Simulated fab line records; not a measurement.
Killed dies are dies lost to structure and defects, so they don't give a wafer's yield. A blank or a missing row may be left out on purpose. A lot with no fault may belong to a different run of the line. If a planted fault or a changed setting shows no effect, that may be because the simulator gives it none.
fab line records	flow sky130
record lots=14	wafers=42	last_day=50
route steps=708 shown FIELD_ISO@3 PWDE@51 PAD_OPEN@708
lots that met no fault: taken from a fault-free run of the same line
start_h: hours from the record's first day to the start of the lot's first wafer shown	wait_h: hours elapsed since this lot's preceding step	" identical to the entry in the row above	L1.1+2: a single row standing in for several wafers	- either no value or no given start	* or withheld: withheld	< > ~ a bound
route shown NAME@n: NAME is a module with steps in the file, n the number in the route of the first one	usual: mean/standard deviation of fault-free wafers	same: alike in all rows	chamber/n: place in a boat	sites: per-site readings	_std_site: the values' standard deviation	_edge_site: mean of outer sites minus mean of inner sites	radius_mm: for every site, how far away it sits from the centre of the wafer	mask NAME#n: copy n	behind: the most recent tool/chamber to have shaped the wafer	hold: why the lot went on hold/how many hours it stayed there/how the hold came to an end	device: whichever transistor did not switch (one of n, p or np)	end of line: at the end of the route, the tests of the same wafers	step lacking rows: just its recipe	killed: not the wafer's yield, but the dies lost to structure and defects at the first sort	map: a wafer's dies, marking killed ones x, the rest . and places with no die _
set.NAME: the setting the step ran with; set.NAME@STEP: the setting that earlier step ran with	model.NAME: the simulator's own value behind a step, which no gauge read
a sample of lots followed through the steps of the route, with each step as a table and each wafer as a row
## steps
# step SKY_FIELD_ISO_THK_MEAS_02
# recipe reads=SiO2_of_FIELD_ISO_OXIDATION_01
# usual FIELD_ISO_OXIDATION_00_THK=12.03/0.22
lot.wafer	tool	chamber	start_h	wait_h	FIELD_ISO_OXIDATION_00_THK[nm]
L684.1	film_metro-03	-	11.71	0.0	12.15
L684.4	"	-	"	"	12.22
L684.6	"	-	"	"	12.18
L688.2	film_metro-04	-	32.19	0.0	12.09
L688.5	"	-	"	"	12.10
L688.6	"	-	"	"	11.90
L690.1	film_metro-04	-	41.63	0.0	11.69
L690.2	"	-	"	"	11.68
L690.3	"	-	"	"	11.84
L692.1	film_metro-01	-	52.94	0.0	12.11
L692.2	"	-	"	"	11.70
L692.5	"	-	"	"	12.01
L694.2	film_metro-01	-	68.30	0.0	12.02
L694.3	"	-	"	"	12.26
L694.4	"	-	"	"	12.15
L696.1	film_metro-03	-	74.15	0.0	12.17
L696.4	"	-	"	"	12.27
L696.6	"	-	"	"	12.21
L699.2	film_metro-04	-	86.77	0.0	11.98
L699.4	"	-	"	"	11.89
L699.5	"	-	"	"	12.16
L700.1	film_metro-01	-	92.17	0.0	12.05
L700.4	"	-	"	"	12.03
L700.6	"	-	"	"	12.35
L701.1	film_metro-01	-	97.01	0.0	12.04
L701.2	"	-	"	"	12.13
L701.4	"	-	"	"	12.08
L703.3	film_metro-03	-	106.65	0.0	12.10
L703.4	"	-	"	"	11.91
L703.6	"	-	"	"	12.02
L704.1	film_metro-01	-	112.44	0.0	12.43
L704.5	"	-	"	"	12.18
L704.6	"	-	"	"	12.46
L705.1	film_metro-03	-	117.57	0.0	11.54
L705.2	"	-	"	"	11.67
L705.4	"	-	"	"	11.59
L706.1	film_metro-04	-	122.22	0.0	12.00
L706.2	"	-	"	"	12.03
L706.3	"	-	"	"	11.92
L707.2	film_metro-04	-	126.64	0.0	12.06
L707.3	"	-	"	"	12.01
L707.6	"	-	"	"	12.18
# step SKY_FIELD_ISO_THK_MEAS_04
# recipe reads=Si3N4_of_FIELD_ISO_CVD_03
# usual FIELD_ISO_CVD_03_THK=165.3/1.8
lot.wafer	tool	chamber	start_h	wait_h	FIELD_ISO_CVD_03_THK[nm]
L684.1	film_metro-01	-	13.56	0.0	162.9
L684.4	"	-	"	"	162.5
L684.6	"	-	"	"	163.7
L688.2	film_metro-01	-	34.03	0.0	162.0
L688.5	"	-	"	"	163.7
L688.6	"	-	"	"	162.3
L690.1	film_metro-04	-	43.48	0.0	164.4
L690.2	"	-	"	"	164.8
L690.3	"	-	"	"	163.9
L692.1	film_metro-04	-	54.78	0.0	168.1
L692.2	"	-	"	"	166.8
L692.5	"	-	"	"	166.7
L694.2	film_metro-04	-	70.89	0.0	166.0
L694.3	"	-	"	"	165.7
L694.4	"	-	"	"	164.3
L696.1	film_metro-04	-	76.00	0.0	168.3
L696.4	"	-	"	"	169.3
L696.6	"	-	"	"	167.3
L699.2	film_metro-04	-	89.70	0.0	165.8
L699.4	"	-	"	"	166.7
L699.5	"	-	"	"	167.1
L700.1	film_metro-01	-	94.02	0.0	164.4
L700.4	"	-	"	"	164.7
L700.6	"	-	"	"	165.6
L701.1	film_metro-04	-	98.85	0.0	167.9
L701.2	"	-	"	"	167.2
L701.4	"	-	"	"	167.7
L703.3	film_metro-01	-	108.50	0.0	163.4
L703.4	"	-	"	"	165.0
L703.6	"	-	"	"	165.8
L704.1	film_metro-03	-	114.29	0.0	165.3
L704.5	"	-	"	"	165.5
L704.6	"	-	"	"	164.3
L705.1	film_metro-04	-	120.24	0.0	165.5
L705.2	"	-	"	"	163.8
L705.4	"	-	"	"	163.5
L706.1	film_metro-04	-	125.48	0.0	163.1
L706.2	"	-	"	"	164.5
L706.3	"	-	"	"	163.3
L707.2	film_metro-04	-	128.64	0.0	164.7
L707.3	"	-	"	"	165.9
L707.6	"	-	"	"	166.2
# step SKY_PWDE_DEVELOP_06
# recipe wall_angle_deg=90	developer=TMAH	develop_time_s=60	dev_temp_c=23
# usual developer_temp_C=22.99/0.11
lot.wafer	tool	chamber	start_h	wait_h	developer_temp_C
L684.1	litho_track-03	0	63	-	22.94
L684.4	"	0	"	"	22.98
L684.6	"	0	"	"	22.84
L688.2	litho_track-01	0	89	-	23.87
L688.5	"	0	"	"	23.89
L688.6	"	0	"	"	23.70
L690.1	litho_track-01	0	110	-	23.89
L690.2	"	0	"	"	23.82
L690.3	"	0	"	"	23.91
L692.1	litho_track-01	0	115	-	23.88
L692.2	"	0	"	"	23.96
L692.5	"	0	"	"	23.85
L694.2	litho_track-03	0	131	-	23.05
L694.3	"	0	"	"	23.07
L694.4	"	0	"	"	22.91
L696.1	litho_track-02	0	137	-	22.91
L696.4	"	0	"	"	22.92
L696.6	"	0	"	"	22.86
L699.2	litho_track-03	0	153	-	22.95
L699.4	"	0	154	-	22.94
L699.5	"	0	"	"	22.96
L700.1	litho_track-03	0	158	-	23.17
L700.4	"	0	"	"	23.09
L700.6	"	0	"	"	23.01
L701.1	litho_track-02	0	164	-	23.00
L701.2	"	0	"	"	22.96
L701.4	"	0	"	"	23.03
L703.3	litho_track-02	0	176	-	22.91
L703.4	"	0	"	"	22.76
L703.6	"	0	"	"	22.78
L704.1	litho_track-02	0	190	-	22.87
L704.5	"	0	"	"	22.93
L704.6	"	0	"	"	22.79
L705.1	litho_track-03	0	199	-	22.98
L705.2	"	0	"	"	22.99
L705.4	"	0	"	"	22.93
L707.2	litho_track-01	0	203	-	22.94
L707.3	"	0	"	"	22.91
L707.6	"	0	"	"	22.98
L706.1	litho_track-01	0	203	-	22.91
L706.2	"	0	"	"	23.01
L706.3	"	0	"	"	23.26
# step SKY_NWELL_RS_MEAS_31
# recipe thk_meas_gauge=four-point-probe
# usual PWDE_RS=5274/18
lot.wafer	tool	chamber	start_h	wait_h	PWDE_RS[ohm/sq]
L684.1	film_metro-02	-	97.95	0.1	5256
L684.4	"	-	"	"	5234
L684.6	"	-	"	"	5278
L688.2	film_metro-04	-	127.99	0.1	5267
L688.5	"	-	"	"	5277
L688.6	"	-	"	"	5267
L690.1	film_metro-02	-	148.82	0.1	5254
L690.2	"	-	"	"	5251
L690.3	"	-	"	"	5253
L692.1	film_metro-04	-	153.95	0.1	5264
L692.2	"	-	"	"	5258
L692.5	"	-	"	"	5272
L694.2	film_metro-02	-	170.47	0.1	5267
L694.3	"	-	"	"	5299
L694.4	"	-	"	"	5306
L696.1	film_metro-01	-	176.60	0.1	5251
L696.4	"	-	"	"	5280
L696.6	"	-	"	"	5281
L699.2	film_metro-01	-	195.82	0.1	5279
L699.4	"	-	"	"	5283
L699.5	"	-	"	"	5281
L700.1	film_metro-01	-	201.06	0.1	5265
L700.4	"	-	"	"	5264
L700.6	"	-	"	"	5262
L701.1	film_metro-01	-	206.47	0.1	5245
L701.2	"	-	"	"	5254
L701.4	"	-	"	"	5268
L703.3	film_metro-01	-	219.94	0.1	5254
L703.4	"	-	"	"	5263
L703.6	"	-	"	"	5253
L704.1	film_metro-02	-	234.71	0.1	5268
L704.5	"	-	"	"	5289
L704.6	"	-	"	"	5281
L705.1	film_metro-01	-	245.53	0.1	5266
L705.2	"	-	"	"	5253
L705.4	"	-	"	"	5285
L707.2	film_metro-04	-	249.09	0.1	5269
L707.3	"	-	"	"	5262
L707.6	"	-	"	"	5265
L706.1	film_metro-04	-	249.95	0.1	5265
L706.2	"	-	"	"	5244
L706.3	"	-	"	"	5275
# step SKY_PAD_OPEN_PROBE_99
# usual killed_at_M0_to_M3=44/7	killed_at_M4_up=3.0/1.9	killed_at_contacts=24/5.4	killed_at_front_end=15/4.6	killed_at_other=0.3/0.5	killed_dies=87/10	killed_on_rim=17/3.5	killed_open=47/7	killed_short=40/6.2
# same gross_dies=492	killed_at_back_side=0
lot.wafer	tool	chamber	start_h	wait_h	killed_at_M0_to_M3	killed_at_M4_up	killed_at_contacts	killed_at_front_end	killed_at_other	killed_dies	killed_on_rim	killed_open	killed_short
L684.1	prober-02	-	1058.39	0.1	44	2	19	11	0	76	15	41	35
L684.4	prober-02	-	1058.54	0.2	54	6	26	19	0	105	20	49	56
L684.6	prober-02	-	1058.64	0.2	51	3	27	13	1	95	16	45	50
L688.2	prober-02	-	1109.06	0.1	48	1	11	17	0	77	15	43	34
L688.5	prober-02	-	1109.21	0.2	37	2	14	17	0	70	14	42	28
L688.6	prober-02	-	1109.26	0.2	49	4	18	13	0	84	18	43	41
L690.1	prober-02	-	1117.46	0.1	42	3	22	10	0	77	16	39	38
L690.2	prober-02	-	1117.51	0.1	42	2	24	23	2	93	17	53	40
L690.3	prober-02	-	1117.56	0.2	48	4	20	19	0	91	20	49	42
L692.1	prober-02	-	1120.55	0.1	48	1	28	11	0	88	14	46	42
L692.2	prober-02	-	1120.60	0.1	49	3	23	20	1	96	20	62	34
L692.5	prober-02	-	1120.75	0.2	40	2	33	18	1	94	23	53	41
L694.2	prober-01	-	1138.67	0.1	45	1	26	7	0	79	17	48	31
L694.3	prober-01	-	1138.72	0.2	47	7	25	10	0	89	14	48	41
L694.4	prober-01	-	1138.77	0.2	39	0	29	15	0	83	11	44	39
L696.1	prober-02	-	1140.65	0.1	43	2	22	12	1	80	17	48	32
L696.4	prober-02	-	1140.80	0.2	46	7	22	17	0	92	19	59	33
L696.6	prober-02	-	1140.90	0.2	35	2	33	23	0	93	17	57	36
L700.1	prober-01	-	1170.05	0.1	41	0	16	15	1	73	18	45	28
L700.4	prober-01	-	1170.20	0.2	46	0	28	11	0	85	16	49	36
L700.6	prober-01	-	1170.30	0.2	46	3	24	21	0	94	22	46	48
L701.1	prober-02	-	1174.84	0.1	34	1	24	14	0	73	21	40	33
L701.2	prober-02	-	1174.89	0.1	38	2	20	13	0	73	12	42	31
L701.4	prober-02	-	1174.99	0.2	39	1	27	13	0	80	15	41	39
L699.2	prober-01	-	1178.85	0.1	34	5	20	9	0	68	8	35	33
L699.4	prober-01	-	1178.95	0.2	42	6	29	20	0	97	18	56	41
L699.5	prober-01	-	1179.00	0.2	39	4	20	11	0	74	15	45	29
L703.3	prober-02	-	1180.40	0.2	46	3	25	22	0	96	14	53	43
L703.4	prober-02	-	1180.45	0.2	50	4	19	10	0	83	16	46	37
L703.6	prober-02	-	1180.55	0.2	45	2	29	17	0	93	21	60	33
L704.1	prober-01	-	1193.10	0.1	50	3	16	10	0	79	15	47	32
L704.5	prober-01	-	1193.30	0.2	60	8	24	9	0	101	19	56	45
L704.6	prober-01	-	1193.35	0.2	45	4	20	19	0	88	18	48	40
L707.2	prober-02	-	1197.27	0.1	38	2	17	18	0	75	16	36	39
L707.3	prober-02	-	1197.32	0.2	41	2	29	22	0	94	21	51	43
L707.6	prober-02	-	1197.47	0.2	39	1	30	12	1	83	19	45	38
L705.1	prober-01	-	1198.31	0.1	39	2	20	20	0	81	19	42	39
L705.2	prober-01	-	1198.36	0.1	40	2	20	20	0	82	16	44	38
L705.4	prober-01	-	1198.46	0.2	45	4	20	12	0	81	15	43	38
L706.1	prober-02	-	1201.53	0.1	50	3	22	9	1	85	14	50	35
L706.2	prober-02	-	1201.58	0.1	32	3	24	11	0	70	16	40	30
L706.3	prober-02	-	1201.63	0.2	49	2	18	11	1	81	11	42	39
# killed by level:class
L684.1 VIA1:geometric_particle:open=10 VIA2:geometric_particle:open=8 METAL1:geometric_particle:short=7 LI_CONTACT:geometric_particle:open=6 CONTACT:geometric_particle:open=6 LOCAL_INTERCONNECT:geometric_particle:short=4 VIA3:geometric_particle:open=4 FIELD_ISO:geometric_particle:short=3
L684.4 VIA1:geometric_particle:open=10 CONTACT:geometric_particle:short=9 VIA1:geometric_particle:short=9 METAL1:geometric_particle:short=8 POLY_GATE:geometric_particle:open=7 VIA3:geometric_particle:open=7 LI_CONTACT:geometric_particle:open=7 METAL2:geometric_particle:short=6
L684.6 CONTACT:geometric_particle:open=9 VIA1:geometric_particle:open=9 METAL2:geometric_particle:short=8 CONTACT:geometric_particle:short=7 METAL1:geometric_particle:short=7 VIA2:geometric_particle:open=7 VIA3:geometric_particle:open=7 VIA1:geometric_particle:short=5
L688.2 VIA1:geometric_particle:open=10 VIA3:geometric_particle:open=8 VIA2:geometric_particle:open=7 METAL1:geometric_particle:short=7 POLY_GATE:geometric_particle:open=5 CONTACT:geometric_particle:open=5 FIELD_ISO:geometric_particle:open=4 VIA1:geometric_particle:short=4
L688.5 VIA1:geometric_particle:open=13 CONTACT:geometric_particle:open=6 VIA3:geometric_particle:open=6 FIELD_ISO:geometric_particle:short=4 METAL2:geometric_particle:short=4 VIA2:geometric_particle:open=4 POLY_GATE:geometric_particle:open=3 LI_CONTACT:geometric_particle:short=3
L688.6 VIA3:geometric_particle:open=10 VIA2:geometric_particle:open=8 LI_CONTACT:geometric_particle:open=6 METAL2:geometric_particle:short=6 METAL1:geometric_particle:short=5 CONTACT:geometric_particle:open=5 VIA1:geometric_particle:open=5 VIA2:geometric_particle:short=5
L690.1 VIA2:geometric_particle:open=9 LOCAL_INTERCONNECT:geometric_particle:short=7 VIA3:geometric_particle:open=7 LI_CONTACT:geometric_particle:open=6 METAL1:geometric_particle:short=5 CONTACT:geometric_particle:open=4 VIA1:geometric_particle:short=4 VIA1:geometric_particle:open=4
L690.2 VIA3:geometric_particle:open=11 VIA1:geometric_particle:open=9 FIELD_ISO:geometric_particle:short=6 POLY_GATE:geometric_particle:short=6 LI_CONTACT:geometric_particle:open=6 FIELD_ISO:geometric_particle:open=5 CONTACT:geometric_particle:open=5 LOCAL_INTERCONNECT:geometric_particle:short=5
L690.3 VIA1:geometric_particle:open=11 METAL1:geometric_particle:short=11 CONTACT:geometric_particle:open=8 FIELD_ISO:geometric_particle:open=7 VIA2:geometric_particle:short=6 VIA3:geometric_particle:short=6 LI_CONTACT:geometric_particle:open=5 POLY_GATE:geometric_particle:short=4
L692.1 LI_CONTACT:geometric_particle:open=12 VIA2:geometric_particle:open=11 METAL1:geometric_particle:short=9 LOCAL_INTERCONNECT:geometric_particle:short=7 VIA1:geometric_particle:open=5 VIA2:geometric_particle:short=5 CONTACT:geometric_particle:open=4 VIA3:geometric_particle:open=4
L692.2 VIA2:geometric_particle:open=13 CONTACT:geometric_particle:open=10 VIA3:geometric_particle:open=6 LI_CONTACT:geometric_particle:open=6 VIA1:geometric_particle:open=6 FIELD_ISO:geometric_particle:short=5 POLY_GATE:geometric_particle:open=5 VIA1:geometric_particle:short=5
L692.5 CONTACT:geometric_particle:open=15 LI_CONTACT:geometric_particle:open=7 VIA2:geometric_particle:open=7 VIA1:geometric_particle:open=7 VIA3:geometric_particle:open=6 POLY_GATE:geometric_particle:short=5 CONTACT:geometric_particle:short=5 FIELD_ISO:geometric_particle:short=4
L694.2 VIA1:geometric_particle:open=10 CONTACT:geometric_particle:open=9 LI_CONTACT:geometric_particle:open=8 VIA3:geometric_particle:open=7 VIA1:geometric_particle:short=6 METAL1:geometric_particle:short=5 VIA2:geometric_particle:open=4 LOCAL_INTERCONNECT:geometric_particle:short=4
L694.3 CONTACT:geometric_particle:open=13 VIA1:geometric_particle:open=8 LI_CONTACT:geometric_particle:open=7 METAL1:geometric_particle:short=7 VIA1:geometric_particle:short=7 VIA2:geometric_particle:open=6 METAL4:geometric_particle:short=6 VIA2:geometric_particle:short=4
L694.4 VIA1:geometric_particle:open=12 CONTACT:geometric_particle:open=8 CONTACT:geometric_particle:short=8 FIELD_ISO:geometric_particle:open=6 METAL1:geometric_particle:short=6 VIA3:geometric_particle:open=6 LI_CONTACT:geometric_particle:open=5 LOCAL_INTERCONNECT:geometric_particle:short=5
L696.1 VIA1:geometric_particle:open=14 CONTACT:geometric_particle:open=8 VIA2:geometric_particle:open=8 LI_CONTACT:geometric_particle:open=5 LI_CONTACT:geometric_particle:short=4 METAL1:geometric_particle:short=4 VIA3:geometric_particle:open=4 METAL2:geometric_particle:short=3
L696.4 CONTACT:geometric_particle:open=12 VIA3:geometric_particle:open=11 VIA1:geometric_particle:open=9 VIA2:geometric_particle:open=8 LI_CONTACT:geometric_particle:open=7 METAL4:geometric_particle:short=6 FIELD_ISO:geometric_particle:short=5 VIA2:geometric_particle:short=5
L696.6 VIA1:geometric_particle:open=10 POLY_GATE:geometric_particle:open=8 CONTACT:geometric_particle:open=8 CONTACT:geometric_particle:short=8 LI_CONTACT:geometric_particle:open=7 FIELD_ISO:geometric_particle:open=5 VIA2:geometric_particle:open=5 VIA3:geometric_particle:open=5
L700.1 VIA1:geometric_particle:open=10 VIA3:geometric_particle:open=9 VIA2:geometric_particle:open=9 LI_CONTACT:geometric_particle:open=4 CONTACT:geometric_particle:short=4 FIELD_ISO:geometric_particle:short=3 POLY_GATE:geometric_particle:short=3 SPACER:geometric_particle:short=3
L700.4 CONTACT:geometric_particle:open=11 VIA2:geometric_particle:open=10 LI_CONTACT:geometric_particle:open=8 METAL1:geometric_particle:short=8 VIA1:geometric_particle:open=8 VIA1:geometric_particle:short=5 METAL2:geometric_particle:short=5 CONTACT:geometric_particle:short=4
L700.6 VIA2:geometric_particle:open=10 LI_CONTACT:geometric_particle:open=9 CONTACT:geometric_particle:short=8 VIA1:geometric_particle:short=8 POLY_GATE:geometric_particle:short=7 VIA3:geometric_particle:open=7 FIELD_ISO:geometric_particle:open=6 VIA1:geometric_particle:open=6
L701.1 VIA1:geometric_particle:open=12 LI_CONTACT:geometric_particle:open=8 METAL2:geometric_particle:short=7 CONTACT:geometric_particle:open=5 LOCAL_INTERCONNECT:geometric_particle:short=5 VIA2:geometric_particle:open=5 FIELD_ISO:geometric_particle:open=4 LI_CONTACT:geometric_particle:short=4
L701.2 CONTACT:geometric_particle:open=12 METAL2:geometric_particle:short=8 VIA1:geometric_particle:open=7 FIELD_ISO:geometric_particle:open=6 METAL1:geometric_particle:short=6 FIELD_ISO:geometric_particle:short=3 LI_CONTACT:geometric_particle:open=3 METAL1:geometric_particle:open=3
L701.4 VIA1:geometric_particle:open=10 CONTACT:geometric_particle:open=9 CONTACT:geometric_particle:short=8 VIA2:geometric_particle:open=5 POLY_GATE:geometric_particle:short=4 LI_CONTACT:geometric_particle:open=4 LOCAL_INTERCONNECT:geometric_particle:short=4 VIA1:geometric_particle:short=4
L699.2 CONTACT:geometric_particle:open=7 LI_CONTACT:geometric_particle:open=7 VIA1:geometric_particle:open=7 VIA1:geometric_particle:short=6 METAL2:geometric_particle:short=5 POLY_GATE:geometric_particle:open=4 METAL1:geometric_particle:short=4 METAL3:geometric_particle:short=4
L699.4 VIA1:geometric_particle:open=18 CONTACT:geometric_particle:open=9 VIA3:geometric_particle:open=8 LOCAL_INTERCONNECT:geometric_particle:short=6 LI_CONTACT:geometric_particle:open=5 VIA1:geometric_particle:short=5 CONTACT:geometric_particle:short=5 FIELD_ISO:geometric_particle:short=4
L699.5 VIA1:geometric_particle:open=13 LI_CONTACT:geometric_particle:open=8 CONTACT:geometric_particle:open=7 VIA2:geometric_particle:open=7 POLY_GATE:geometric_particle:open=4 METAL1:geometric_particle:short=4 VIA1:geometric_particle:short=4 METAL2:geometric_particle:short=4
L703.3 VIA1:geometric_particle:open=14 LI_CONTACT:geometric_particle:open=12 CONTACT:geometric_particle:open=7 FIELD_ISO:geometric_particle:short=5 METAL1:geometric_particle:short=5 VIA2:geometric_particle:short=5 VIA2:geometric_particle:open=5 FIELD_ISO:geometric_particle:open=4
L703.4 VIA1:geometric_particle:open=14 METAL2:geometric_particle:short=9 CONTACT:geometric_particle:open=7 VIA2:geometric_particle:open=7 METAL1:geometric_particle:short=5 VIA3:geometric_particle:open=5 LI_CONTACT:geometric_particle:open=4 LOCAL_INTERCONNECT:geometric_particle:short=3
L703.6 VIA1:geometric_particle:open=18 LI_CONTACT:geometric_particle:open=10 CONTACT:geometric_particle:open=9 METAL2:geometric_particle:short=8 VIA3:geometric_particle:open=7 FIELD_ISO:geometric_particle:short=5 FIELD_ISO:geometric_particle:open=4 LI_CONTACT:geometric_particle:short=4
L704.1 VIA1:geometric_particle:open=11 VIA2:geometric_particle:open=11 VIA3:geometric_particle:open=10 CONTACT:geometric_particle:open=6 METAL1:geometric_particle:short=5 FIELD_ISO:geometric_particle:short=4 CONTACT:geometric_particle:short=4 POLY_GATE:geometric_particle:open=3
L704.5 VIA1:geometric_particle:open=13 CONTACT:geometric_particle:open=11 METAL2:geometric_particle:short=11 VIA3:geometric_particle:open=7 METAL4:geometric_particle:short=7 METAL1:geometric_particle:short=6 VIA2:geometric_particle:open=6 VIA1:geometric_particle:short=5
L704.6 VIA2:geometric_particle:open=9 VIA1:geometric_particle:open=9 CONTACT:geometric_particle:short=6 FIELD_ISO:geometric_particle:open=5 LOCAL_INTERCONNECT:geometric_particle:short=5 VIA1:geometric_particle:short=5 POLY_GATE:geometric_particle:open=4 CONTACT:geometric_particle:open=4
L707.2 VIA1:geometric_particle:open=8 FIELD_ISO:geometric_particle:short=6 LI_CONTACT:geometric_particle:open=6 VIA1:geometric_particle:short=6 CONTACT:geometric_particle:open=5 VIA3:geometric_particle:open=5 FIELD_ISO:geometric_particle:open=4 LOCAL_INTERCONNECT:geometric_particle:short=4
L707.3 LI_CONTACT:geometric_particle:open=11 METAL2:geometric_particle:short=11 VIA1:geometric_particle:open=9 VIA2:geometric_particle:open=6 CONTACT:geometric_particle:open=6 FIELD_ISO:geometric_particle:open=5 FIELD_ISO:geometric_particle:short=5 POLY_GATE:geometric_particle:short=5
L707.6 CONTACT:geometric_particle:open=16 VIA3:geometric_particle:open=5 VIA1:geometric_particle:open=5 LI_CONTACT:geometric_particle:open=5 LOCAL_INTERCONNECT:geometric_particle:short=5 METAL1:geometric_particle:short=5 VIA1:geometric_particle:short=5 VIA2:geometric_particle:short=5
L705.1 LI_CONTACT:geometric_particle:open=7 VIA1:geometric_particle:open=7 POLY_GATE:geometric_particle:short=6 CONTACT:geometric_particle:open=6 VIA2:geometric_particle:open=6 VIA3:geometric_particle:short=5 POLY_GATE:geometric_particle:open=4 METAL2:geometric_particle:short=4
L705.2 VIA1:geometric_particle:open=7 VIA3:geometric_particle:open=6 CONTACT:geometric_particle:open=6 FIELD_ISO:geometric_particle:short=5 POLY_GATE:geometric_particle:open=5 LI_CONTACT:geometric_particle:open=5 METAL1:geometric_particle:short=5 METAL2:geometric_particle:short=5
L705.4 VIA2:geometric_particle:open=11 VIA1:geometric_particle:open=9 METAL2:geometric_particle:short=8 CONTACT:geometric_particle:open=7 METAL1:geometric_particle:short=6 VIA3:geometric_particle:open=5 FIELD_ISO:geometric_particle:short=4 LOCAL_INTERCONNECT:geometric_particle:short=4
L706.1 VIA1:geometric_particle:open=17 CONTACT:geometric_particle:open=9 VIA1:geometric_particle:short=8 VIA2:geometric_particle:open=6 VIA3:geometric_particle:open=6 LI_CONTACT:geometric_particle:open=5 METAL1:geometric_particle:short=3 LOCAL_INTERCONNECT:geometric_particle:short=3
L706.2 VIA1:geometric_particle:open=14 CONTACT:geometric_particle:open=10 VIA1:geometric_particle:short=6 LI_CONTACT:geometric_particle:short=4 LI_CONTACT:geometric_particle:open=4 CONTACT:geometric_particle:short=4 METAL1:geometric_particle:short=3 FIELD_ISO:geometric_particle:short=2
L706.3 VIA1:geometric_particle:open=10 VIA3:geometric_particle:short=7 LI_CONTACT:geometric_particle:open=6 CONTACT:geometric_particle:open=6 VIA1:geometric_particle:short=6 VIA2:geometric_particle:open=6 METAL2:geometric_particle:short=5 VIA3:geometric_particle:open=4
## key
first_sign step=SKY_PWDE_DEVELOP_06	reading=developer_temp_C	direction=up	sigmas=8	usual=*	struck=*
effect none on later readings
met_at SKY_PWDE_DEVELOP_06
struck_lots L688,L690,L692
tester_left_out L688,L690,L692
not_acting_at SKY_FIELD_ISO_THK_MEAS_02,SKY_FIELD_ISO_THK_MEAS_04,SKY_NWELL_RS_MEAS_31
fault kind=process_parameter_drift	tool=litho_track-01	chamber=-	onset_h=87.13	steps=SKY_PWDE_DEVELOP_06	channel=dev_temp_c	offset=*	shape=step	end_h=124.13	acts_in=*	stated=*
# tester_left_out: of these lots the tester's yield and bins aren't shown, on N5 and GAA mostly nor the transistor test; their killed dies are dies lost to structure and defects alone, not to doping, threshold or leakage, so they don't give the yield
